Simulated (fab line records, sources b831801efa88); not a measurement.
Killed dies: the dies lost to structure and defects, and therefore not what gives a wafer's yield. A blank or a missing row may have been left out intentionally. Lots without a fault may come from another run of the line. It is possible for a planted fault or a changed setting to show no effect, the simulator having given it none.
What tool caused it? + flow gf180mcu + Sampling: 13 lots, 39 wafers, 4 of 602 route steps

== WHAT THE GAUGES SHOWED, per wafer ==
GF_STI_THK_MEAS_22.
| lot  | measured    | on            | STI_OXIDATION_01_THK (nm) |
|------|-------------|---------------|---------------------------|
| L248 | day 2 19:09 | film_metro-01 | 15.0 14.9 14.7            |
| L251 | day 3 10:34 | film_metro-01 | 14.3 14.3 14.1            |
| L252 | day 3 14:46 | film_metro-03 | 14.6 14.5 14.5            |
| L256 | day 4 11:32 | film_metro-01 | 15.4 14.9 15.2            |
| L259 | day 5 02:48 | film_metro-02 | 14.3 14.5 14.5            |
| L260 | day 5 09:49 | film_metro-03 | 15.2 15.2 15.1            |
| L261 | day 5 13:13 | film_metro-02 | 14.7 14.9 14.8            |
| L262 | day 5 19:25 | film_metro-01 | 14.4 14.7 14.5            |
| L263 | day 6 01:14 | film_metro-01 | 15.3 15.3 15.4            |
| L264 | day 6 05:08 | film_metro-01 | 14.6 14.5 14.4            |
| L265 | day 6 10:26 | film_metro-02 | 14.9 14.7 14.5            |
| L266 | day 6 14:59 | film_metro-02 | 14.6 14.6 14.9            |
| L268 | day 7 02:56 | film_metro-02 | 15.1 15.4 15.4            |

GF_NWELL_OVL_MEAS_07.
| lot  | measured    | on         | NWELL_OVL (nm) |
|------|-------------|------------|----------------|
| L248 | day 3 23:01 | overlay-01 | -0.3 0.2 0.5   |
| L251 | day 4 15:16 | overlay-01 | 0.2 1.0 -0.1   |
| L252 | day 4 20:17 | overlay-02 | 0.1 -0.8 0.6   |
| L256 | day 5 17:10 | overlay-02 | -0.8 0.0 1.8   |
| L259 | day 6 10:07 | overlay-01 | 0.6 1.0 -2.3   |
| L260 | day 6 18:32 | overlay-02 | 0.7 0.4 -0.9   |
| L261 | day 6 21:03 | overlay-02 | -0.4 -0.4 -0.8 |
| L262 | day 7 04:49 | overlay-01 | 2.4 0.9 1.2    |
| L263 | day 7 11:13 | overlay-02 | -0.9 -1.9 -1.7 |
| L264 | day 7 15:01 | overlay-01 | -0.2 1.5 0.5   |
| L265 | day 7 20:53 | overlay-01 | -2.1 -0.7 0.8  |
| L266 | day 8 02:04 | overlay-02 | 0.1 -0.7 1.1   |
| L268 | day 8 14:19 | overlay-01 | -1.1 0.5 1.7   |

== WHAT TOOL EACH LOT RAN ON (gives the tool, then ch and the chambers of the sampled wafers, and finally the start) ==
| lot  | GF_STI_CMP_25                | GF_NWELL_COAT_02                 |
|------|------------------------------|----------------------------------|
| L248 | cmp-02 ch 0,1,3, day 2 19:23 | litho_track-01 ch 0, day 3 16:11 |
| L251 | cmp-01 ch 1,3, day 3 10:49   | litho_track-01 ch 0, day 4 08:13 |
| L252 | cmp-01 ch 0,3, day 3 15:01   | litho_track-01 ch 0, day 4 12:58 |
| L256 | cmp-01 ch 0,1, day 4 11:46   | litho_track-02 ch 0, day 5 10:07 |
| L259 | cmp-02 ch 1,2, day 5 02:59   | litho_track-04 ch 0, day 6 02:46 |
| L260 | cmp-02 ch 1,2,3, day 5 10:04 | litho_track-04 ch 0, day 6 10:29 |
| L261 | cmp-01 ch 1,2,3, day 5 13:27 | litho_track-02 ch 0, day 6 13:32 |
| L262 | cmp-02 ch 0,1,2, day 5 19:37 | litho_track-04 ch 0, day 6 20:20 |
| L263 | cmp-01 ch 0,1,2, day 6 01:29 | litho_track-02 ch 0, day 7 03:04 |
| L264 | cmp-02 ch 2,3, day 6 05:19   | litho_track-01 ch 0, day 7 07:10 |
| L265 | cmp-01 ch 1,2,3, day 6 10:38 | litho_track-01 ch 0, day 7 13:04 |
| L266 | cmp-02 ch 1,2,3, day 6 15:11 | litho_track-01 ch 0, day 7 17:07 |
| L268 | cmp-02 ch 0,1,2, day 7 03:11 | litho_track-01 ch 0, day 8 05:58 |
- GF_STI_CMP_25: polishes, stops on Si3N4, t overpolish 33 s, target thk 524.6 nm.
- GF_NWELL_COAT_02: resist thk 3000 nm.

== WHAT THE TOOLS THEMSELVES READ (means of the sampled wafers that have a number; where no wafer has one, the mark that the record gives instead) ==
GF_STI_CMP_25.
| lot  | tool   | motor_current_A (A) | overpolish_run_s (s) | time_to_endpoint_s (s) |
|------|--------|---------------------|----------------------|------------------------|
| L248 | cmp-02 | 13.3                | 32.999               | 123                    |
| L251 | cmp-01 | 11.6                | 33.001               | 133                    |
| L252 | cmp-01 | 11.6                | 32.997               | 137                    |
| L256 | cmp-01 | 11.8                | 33.005               | 116                    |
| L259 | cmp-02 | 12.4                | 33.007               | 120                    |
| L260 | cmp-02 | 13.1                | 32.998               | 130                    |
| L261 | cmp-01 | 11.7                | 33.010               | 119                    |
| L262 | cmp-02 | 12.6                | 32.999               | 126                    |
| L263 | cmp-01 | 11.8                | 33.002               | 118                    |
| L264 | cmp-02 | 14.2                | 33.002               | 129                    |
| L265 | cmp-01 | 12.0                | 33.008               | 120                    |
| L266 | cmp-02 | 13.2                | 33.000               | 126                    |
| L268 | cmp-02 | 12.5                | 33.015               | 122                    |

== THE ANSWER, worked out from the rows above alone ==
Rule: usual is defined by the lots themselves. Put in order of their means at a reading, lots are off if they are a third of the lots or fewer, leave a main group of 4 or more, and stand apart from it by a gap of 3 or more times the standard deviation of the main group's means; of several such gaps the widest counts. Not used: any main group whose means are identical at the precision the tables above print for the reading. A lot without any number at a reading at which 4 lots or more have one is off too. Any other lot the step has rows for is counted as sound. After the gauges, taken in route order, come the tools' own readings; for these a lot's mean is taken, as printed above. At the first step where some lot is off, the reading lying furthest off is the one used; lots without a number count as furthest.
Nothing can be told from this: no lot is off at any reading shown.

== WHAT THE SIMULATOR HAD INSERTED ==
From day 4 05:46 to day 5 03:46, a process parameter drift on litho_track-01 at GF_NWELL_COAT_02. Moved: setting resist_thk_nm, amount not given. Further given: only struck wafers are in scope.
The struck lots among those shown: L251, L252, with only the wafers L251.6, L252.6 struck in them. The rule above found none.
